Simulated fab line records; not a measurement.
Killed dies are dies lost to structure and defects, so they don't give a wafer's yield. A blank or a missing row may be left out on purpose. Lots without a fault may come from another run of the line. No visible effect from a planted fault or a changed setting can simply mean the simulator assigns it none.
8D (eight disciplines) problem report, filled in by code + flow sky130 + the parts of the form that need people (team, actions taken, sign-off) are left out

## 1. WHAT WENT WRONG
SKY_POLY_CUT_CD_MEAS_08, cdNm: mean 260.8 nm over 1 wafer from 1 lot; wafers with no fault: 269.9 nm, standard deviation 1.3. That is -7.0 standard deviations from the usual mean.
The step: target cd 270 nm.
First seen on wafer L803.2, day 26 15:50, on cdSem-01. The record holds 38 wafers of 13 lots with a number at this step. Rule for "out" (also "out of limits"): further than 4 standard deviations from the usual mean. The other wafers with a number count as sound.

## 2. WHAT THIS IS AND IS NOT
| question                    | is                | is not                                                                                                               |
|-----------------------------|-------------------|----------------------------------------------------------------------------------------------------------------------|
| which readings at this step | cdNm              | -                                                                                                                    |
| which lots                  | L803              | L798, L799, L800, L810, L811, L812, L813, L814, L816, L817, L818, L819                                               |
| which wafers of those lots  | L803.2            | L803.4                                                                                                               |
| read on which gauges        | cdSem-01          | cdSem-02                                                                                                             |
| when                        | from day 26 15:50 | up to then (10 sound wafers); but 27 sound wafers of L810, L811, L812, L813, L814, L816, L817, L818, L819 came after |

## 3. SUSPECTS, AND WHAT RULES EACH OUT
Counting: any tool at a process step up to the reading remains a suspect provided it ran every lot that is out. Sound lots after the first of them don't rule it out here, since some wafers of a struck lot are sound.
- the gauge at SKY_POLY_CUT_CD_MEAS_08: kept. All the wafers that are out were read on cdSem-01, and no step on other tools shows them out.
- krfScanner-02 at SKY_POLY_CUT_EXPOSE_05 (exposes mask NPCM, target cd 270 nm): kept. The lot that is out, L803, ran on it at day 26 01:24; the last sound lot it ran before that was L800, at day 24 14:23.
Left after counting: krfScanner-02 at SKY_POLY_CUT_EXPOSE_05, cdSem-01 at SKY_POLY_CUT_CD_MEAS_08.

## 4. THE CAUSE (what the simulator had put in)
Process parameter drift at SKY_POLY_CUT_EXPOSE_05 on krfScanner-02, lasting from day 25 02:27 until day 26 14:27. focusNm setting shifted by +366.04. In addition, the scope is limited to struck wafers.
2 suspects survive the count, and this tool is in that group.

## 5. THE CHAIN OF EFFECTS, in route order
Rows list readings where the struck wafers' mean (over those with a number) sits beyond 3 standard deviations from the usual. Only readings whose record carries a usual standard deviation are examined. hours: median over the lots of the time between each lot's start at the first step of this table that gives one and its start at this step. sigmas: the change, counted in usual standard deviations.
| hours | step                    | reading | usual    | on struck wafers | change | sigmas |
|-------|-------------------------|---------|----------|------------------|--------|--------|
| 0     | SKY_POLY_CUT_CD_MEAS_08 | cdNm    | 269.9 nm | 260.8            | -9.1   | -7.0   |

## 6. WHAT WOULD HAVE CAUGHT IT SOONER
In this record the first reading out of limits at a measuring or inspecting step was taken at day 26 15:50, 37 hours after the fault began at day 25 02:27.
Lots out: 1; all had begun SKY_POLY_CUT_EXPOSE_05 on krfScanner-02 by day 26 15:50. Had the tool been put on hold then, not one of them would have been saved.
